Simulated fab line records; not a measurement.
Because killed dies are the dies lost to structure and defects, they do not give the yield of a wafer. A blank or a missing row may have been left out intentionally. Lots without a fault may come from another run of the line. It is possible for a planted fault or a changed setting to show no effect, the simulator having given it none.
fab line records	flow gf180mcu
record lots=13	wafers=39	last-day=34
route steps=602 shown LVPWELL@56 SALICIDE@284 CONTACT@301
lots with no fault: from the same line, run without faults
start-h: the number of hours between the record's first day and the start of the first shown wafer of the lot	wait-h: hours since the lot's step before	" the same as in the row above	L1.1+2: a row that stands for several wafers	- either no value or no given start	* or withheld: withheld	< > ~ a bound
route shown NAME@n: a module of which the file shows steps, and the number in the route of the first	usual: mean/standard deviation taken from wafers without a fault	same: alike in all rows	chamber/n: place in a boat	sites: the reading at each site	_std_site: standard deviation of those values	_edge_site: inner sites' mean taken away from outer sites' mean	radius-mm: for every site, how far away it sits from the centre of the wafer	mask NAME#n: copy n	behind: tool/chamber where the wafer was last shaped	hold: cause of the lot's hold/its duration in hours/its outcome	device: names the non-switching transistor (n, p or np)	end of line: tests of these same wafers at the route's end	for a step that has no rows: nothing shown but its recipe	killed: count of dies lost to structure and defects at first sort (not the wafer's yield)	map: a wafer's dies, x killed, . not, _ none there
set.NAME: the setting that was run; set.NAME@STEP: the one run at that earlier step	model.NAME: the simulator's own value behind a step, which no gauge read
steps of the route over a sample of lots; a table a step, a row a wafer
services: the hour from which a tool's chamber was out of use, counted from the record's first day as start-h (under 0 if before that day), plus the number of hours and why
## steps
# step GF_LVPWELL_COAT_02
# recipe spin-rpm=2000	resist-thk-nm=3000
# usual spin-speed-rpm=2000.1/1.4
lot.wafer	tool	chamber	start-h	wait-h	spin-speed-rpm
L124.1	litho-track-03	0	63.92	0.1	2001.2
L124.4	"	0	"	"	2002.2
L124.6	"	0	"	"	1998.7
L126.1	litho-track-04	0	71.98	0.1	2000.7
L126.5	"	0	"	"	2002.3
L126.6	"	0	"	"	2000.8
L127.1	litho-track-01	0	81.59	0.1	2001.3
L127.2	"	0	"	"	2000.1
L127.6	"	0	"	"	2001.6
L128.2	litho-track-03	0	86.24	0.1	2000.3
L128.4	"	0	"	"	2001.1
L128.6	"	0	"	"	2002.0
L129.1	litho-track-03	0	90.82	0.1	1997.2
L129.5	"	0	"	"	1999.7
L129.6	"	0	"	"	1998.7
L133.1	litho-track-03	0	110.87	0.1	1935.1
L133.3	"	0	"	"	1934.9
L133.5	"	0	"	"	1933.1
L135.1	litho-track-03	0	119.97	0.1	1933.8
L135.5	"	0	"	"	1931.3
L135.6	"	0	"	"	1933.7
L137.3	litho-track-03	0	139.07	0.1	1932.3
L137.4	"	0	"	"	1931.7
L137.5	"	0	"	"	1935.2
L140.2	litho-track-04	0	155.95	0.1	2000.3
L140.3	"	0	"	"	2001.7
L140.4	"	0	"	"	1998.1
L141.2	litho-track-04	0	158.85	0.1	1999.8
L141.3	"	0	"	"	2000.8
L141.5	"	0	"	"	1999.2
L143.1	litho-track-04	0	168.98	0.1	1998.7
L143.2	"	0	"	"	2000.2
L143.4	"	0	"	"	2000.4
L144.1	litho-track-01	0	175.24	0.1	2002.0
L144.3	"	0	"	"	2000.2
L144.5	"	0	"	"	1999.9
L146.1	litho-track-04	0	182.28	0.1	1997.9
L146.2	"	0	"	"	2001.6
L146.5	"	0	"	"	1999.7
# step GF_LVPWELL_STRIP_10
# recipe chemistry=O2/N2	power-w=1400	pressure-mtorr=1500	platen-temp-c=250	o2-flow-sccm=3000	n2-flow-sccm=300	overash-fraction=0.5
# usual drypump-motor-current-A=5.71/0.3	heater-power-w=309/40	oes-product-au=0.723/0.0042	strip-time-to-endpoint-s=36.98/0.095
lot.wafer	tool	chamber	start-h	wait-h	drypump-motor-current-A	heater-power-w	oes-product-au	rf-hours-counter-h	strip-time-to-endpoint-s
L124.1	plasma-asher-04	0	70.53	0.1	5.50	317	0.725	44	36.84
L124.4	"	0	"	"	5.50	324	0.725	-	36.82
L124.6	"	1	"	"	5.78	337	0.719	-	36.84
L126.1	plasma-asher-03	0	79.46	0.1	6.07	322	0.720	37	36.91
L126.5	"	0	"	"	6.06	329	0.722	-	36.90
L126.6	"	1	"	"	5.36	256	0.727	-	36.91
L127.1	plasma-asher-03	0	89.15	0.1	6.08	331	0.721	38	37.07
L127.2	"	1	"	"	5.37	248	0.720	38	37.00
L127.6	"	0	"	"	6.05	330	0.728	-	36.95
L128.2	plasma-asher-03	0	94.21	0.1	6.06	333	0.728	39	36.91
L128.4	"	0	"	"	6.04	333	0.726	-	37.00
L128.6	"	0	"	"	6.05	333	0.723	-	36.91
L129.1	plasma-asher-03	1	98.23	0.1	5.35	246	0.719	39	37.08
L129.5	"	1	"	"	5.36	240	0.726	-	37.08
L129.6	"	0	"	"	6.06	330	0.721	-	37.09
L133.1	plasma-asher-03	1	117.66	0.1	5.37	246	0.721	41	37.56
L133.3	"	0	"	"	6.06	334	0.727	-	37.42
L133.5	"	1	"	"	5.37	245	0.719	-	37.60
L135.1	plasma-asher-02	1	128.15	0.1	6.10	294	0.727	50	37.49
L135.5	"	1	"	"	6.12	301	0.726	-	37.49
L135.6	"	0	"	"	5.60	359	0.718	-	37.49
L137.3	plasma-asher-04	0	147.01	0.1	5.50	343	0.724	-	37.54
L137.4	"	1	"	"	5.81	328	0.718	-	37.55
L137.5	"	1	"	"	5.77	326	0.721	-	37.54
L140.2	plasma-asher-04	0	164.22	0.1	5.50	337	0.722	5	37.21
L140.3	"	0	"	"	5.49	348	0.719	-	37.07
L140.4	"	1	"	"	5.80	317	0.722	-	37.20
L141.2	plasma-asher-04	1	166.77	0.1	5.78	325	0.721	5	36.92
L141.3	"	0	"	"	5.49	335	0.719	-	36.96
L141.5	"	1	"	"	5.81	320	0.722	-	37.07
L143.1	plasma-asher-03	1	178.26	0.1	5.36	247	0.717	46	37.04
L143.2	"	0	"	"	6.07	342	0.724	46	37.05
L143.4	"	1	"	"	5.36	246	0.729	-	37.05
L144.1	plasma-asher-02	1	184.01	0.1	6.11	298	0.717	56	36.95
L144.3	"	1	"	"	6.14	303	0.720	-	36.97
L144.5	"	1	"	"	6.10	301	0.726	-	36.78
L146.1	plasma-asher-04	1	191.55	0.1	5.77	323	0.725	8	36.96
L146.2	"	0	"	"	5.49	343	0.722	8	37.00
L146.5	"	0	"	"	5.48	331	0.720	-	37.08
# step GF_SALICIDE_RTA_06
# recipe temp-c=530	time-s=30	ambient=N2
# usual lamp-power-pct=6.32/0.067	wafer_temp_C_max=532.4/0.64
lot.wafer	tool	chamber	start-h	wait-h	lamp-power-pct	wafer_temp_C_max
L124.1	rtp-anneal-01	0	334.20	0.1	6.40	532.7
L124.4	"	0	"	"	6.41	531.9
L124.6	"	0	"	"	6.41	532.6
L126.1	rtp-anneal-02	0	349.41	0.1	6.28	532.4
L126.5	"	0	"	"	6.28	532.6
L126.6	"	0	"	"	6.27	532.4
L127.1	rtp-anneal-01	0	368.05	0.1	6.40	533.8
L127.2	"	0	"	"	6.41	533.1
L127.6	"	0	"	"	6.41	533.5
L128.2	rtp-anneal-02	0	375.48	0.1	6.26	531.7
L128.4	"	0	"	"	6.27	531.1
L128.6	"	0	"	"	6.28	532.2
L129.1	rtp-anneal-01	0	385.26	0.1	6.40	532.8
L129.5	"	0	"	"	6.40	533.2
L129.6	"	0	"	"	6.41	532.9
L133.1	rtp-anneal-02	0	415.55	0.1	6.26	532.2
L133.3	"	0	"	"	6.27	531.7
L133.5	"	0	"	"	6.27	532.0
L135.1	rtp-anneal-02	0	433.01	0.1	6.27	532.6
L135.5	"	0	"	"	6.27	531.6
L135.6	"	0	"	"	6.26	532.7
L137.3	rtp-anneal-01	0	457.12	0.1	6.41	533.2
L137.4	"	0	"	"	6.41	533.4
L137.5	"	0	"	"	6.42	533.6
L140.2	rtp-anneal-02	0	484.04	0.1	6.27	532.3
L140.3	"	0	"	"	6.27	532.7
L140.4	"	0	"	"	6.27	532.0
L141.2	rtp-anneal-02	0	493.34	0.1	6.26	532.1
L141.3	"	0	"	"	6.28	532.0
L141.5	"	0	"	"	6.26	531.8
L143.1	rtp-anneal-01	0	505.54	0.1	6.41	532.4
L143.2	"	0	"	"	6.41	533.7
L143.4	"	0	"	"	6.40	533.2
L144.1	rtp-anneal-02	0	514.50	0.1	6.28	531.8
L144.3	"	0	"	"	6.27	532.3
L144.5	"	0	"	"	6.26	531.6
L146.1	rtp-anneal-02	0	525.66	0.1	6.28	532.3
L146.2	"	0	"	"	6.26	532.3
L146.5	"	0	"	"	6.28	531.5
# step GF_SALICIDE_RTA_08
# recipe temp-c=800	time-s=30	ambient=N2
# usual lamp-power-pct=17.63/0.19	wafer_temp_C_max=803.8/0.99
lot.wafer	tool	chamber	start-h	wait-h	lamp-power-pct	wafer_temp_C_max
L124.1	rtp-anneal-02	0	334.40	0.0	17.42	802.0
L124.4	"	0	"	"	17.39	802.2
L124.6	"	0	"	"	17.38	802.7
L126.1	rtp-anneal-01	0	349.61	0.0	17.81	804.4
L126.5	"	0	"	"	17.77	804.4
L126.6	"	0	"	"	17.79	804.6
L127.1	rtp-anneal-02	0	368.24	0.0	17.39	803.7
L127.2	"	0	"	"	17.40	803.3
L127.6	"	0	"	"	17.41	803.1
L128.2	rtp-anneal-01	0	375.67	0.0	17.79	803.8
L128.4	"	0	"	"	17.79	805.9
L128.6	"	0	"	"	17.82	803.6
L129.1	rtp-anneal-02	0	385.45	0.0	17.40	802.5
L129.5	"	0	"	"	17.39	801.9
L129.6	"	0	"	"	17.40	803.3
L133.1	rtp-anneal-02	0	415.74	0.0	17.41	802.1
L133.3	"	0	"	"	17.40	803.1
L133.5	"	0	"	"	17.41	804.0
L135.1	rtp-anneal-01	0	433.30	0.0	17.80	803.7
L135.5	"	0	"	"	17.77	804.1
L135.6	"	0	"	"	17.77	803.8
L137.3	rtp-anneal-02	0	457.38	0.1	17.39	803.2
L137.4	"	0	"	"	17.40	803.1
L137.5	"	0	"	"	17.40	802.8
L140.2	rtp-anneal-01	0	484.25	0.0	17.81	804.2
L140.3	"	0	"	"	17.80	804.5
L140.4	"	0	"	"	17.82	804.0
L141.2	rtp-anneal-01	0	493.54	0.0	17.78	804.9
L141.3	"	0	"	"	17.80	804.0
L141.5	"	0	"	"	17.77	803.3
L143.1	rtp-anneal-02	0	505.73	0.0	17.39	803.0
L143.2	"	0	"	"	17.38	803.0
L143.4	"	0	"	"	17.41	803.8
L144.1	rtp-anneal-01	0	514.69	0.0	17.83	805.5
L144.3	"	0	"	"	17.85	803.7
L144.5	"	0	"	"	17.83	803.6
L146.1	rtp-anneal-01	0	525.86	0.0	17.78	804.4
L146.2	"	0	"	"	17.82	804.6
L146.5	"	0	"	"	17.80	805.1
# step GF_CONTACT_CD_MEAS_14
# recipe target-cd-nm=220
# usual cd-nm=219.9/1.3
lot.wafer	tool	chamber	start-h	wait-h	cd-nm
L124.1	cd-sem-02	-	357.08	0.1	220.9
L124.4	"	-	"	"	221.9
L124.6	"	-	"	"	221.0
L126.1	cd-sem-02	-	372.36	0.1	218.4
L126.5	"	-	"	"	220.5
L126.6	"	-	"	"	218.7
L127.1	cd-sem-01	-	392.16	0.1	219.5
L127.2	"	-	"	"	218.5
L127.6	"	-	"	"	219.4
L128.2	cd-sem-02	-	399.93	0.3	218.1
L128.4	"	-	"	"	218.7
L128.6	"	-	"	"	218.3
L129.1	cd-sem-01	-	409.58	0.1	219.9
L129.5	"	-	"	"	221.8
L129.6	"	-	"	"	220.6
L133.1	cd-sem-01	-	441.26	0.1	220.2
L133.3	"	-	"	"	220.4
L133.5	"	-	"	"	220.3
L135.1	cd-sem-01	-	458.68	0.1	220.6
L135.5	"	-	"	"	220.8
L135.6	"	-	"	"	221.6
L137.3	cd-sem-02	-	481.82	0.1	217.4
L137.4	"	-	"	"	219.0
L137.5	"	-	"	"	218.4
L140.2	cd-sem-02	-	509.13	0.1	219.6
L140.3	"	-	"	"	219.3
L140.4	"	-	"	"	218.9
L141.2	cd-sem-02	-	517.29	0.1	219.9
L141.3	"	-	"	"	218.8
L141.5	"	-	"	"	217.9
L143.1	cd-sem-02	-	529.33	0.1	221.1
L143.2	"	-	"	"	221.0
L143.4	"	-	"	"	220.9
L144.1	cd-sem-02	-	538.38	0.1	219.7
L144.3	"	-	"	"	221.1
L144.5	"	-	"	"	221.3
L146.1	cd-sem-02	-	549.18	0.1	218.5
L146.2	"	-	"	"	219.6
L146.5	"	-	"	"	218.9
## services
tool	chamber	start-h	hours	kind
plasma-asher-03	-	78.43	0.8	repair
plasma-asher-04	-	108.75	9.0	pm
plasma-asher-04	0	108.75	9.0	vent-cycle
plasma-asher-04	1	108.75	9.0	vent-cycle
plasma-asher-03	-	112.84	2.8	pm
plasma-asher-04	0	117.75	-	clean
plasma-asher-04	1	117.75	-	clean
plasma-asher-03	-	137.53	8.1	repair
plasma-asher-04	-	188.94	1.6	repair
plasma-asher-04	-	206.65	2.8	pm
rtp-anneal-01	-	239.11	7.5	pm
plasma-asher-03	-	304.36	14.1	repair
litho-track-04	-	314.71	-	consumable-replace:filter
rtp-anneal-02	-	321.27	3.5	pm
plasma-asher-03	-	329.31	12.5	repair
plasma-asher-02	-	335.47	1.6	repair
plasma-asher-03	-	349.16	9.0	repair
plasma-asher-04	-	360.28	8.3	repair
plasma-asher-02	-	421.25	9.0	pm
plasma-asher-02	0	421.25	9.0	vent-cycle
plasma-asher-02	1	421.25	9.0	vent-cycle
plasma-asher-02	0	430.25	-	clean
plasma-asher-02	1	430.25	-	clean
plasma-asher-04	-	512.65	0.5	repair
## key
first-sign step=GF_LVPWELL_COAT_02	reading=spin-speed-rpm	direction=down	sigmas=49	usual=*	struck=*
effect step=GF_LVPWELL_STRIP_10	reading=strip-time-to-endpoint-s	direction=up	sigmas=5.7	usual=*	struck=*
met-at GF_LVPWELL_COAT_02
struck-lots L133,L135,L137
tester-left-out L133,L135,L137
not-acting-at GF_SALICIDE_RTA_06,GF_SALICIDE_RTA_08,GF_CONTACT_CD_MEAS_14
onset-between 90.82 110.87
fault kind=process-parameter-drift	tool=litho-track-03	chamber=-	onset-h=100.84	steps=GF_LVPWELL_COAT_02	channel=spin-rpm	offset=*	shape=step	end-h=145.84	acts-in=*	stated=*
# tester-left-out: of these lots the tester's yield and bins aren't shown, on N5 and GAA mostly nor the transistor test; their killed dies are dies lost to structure and defects alone, not to doping, threshold or leakage, so they don't give the yield
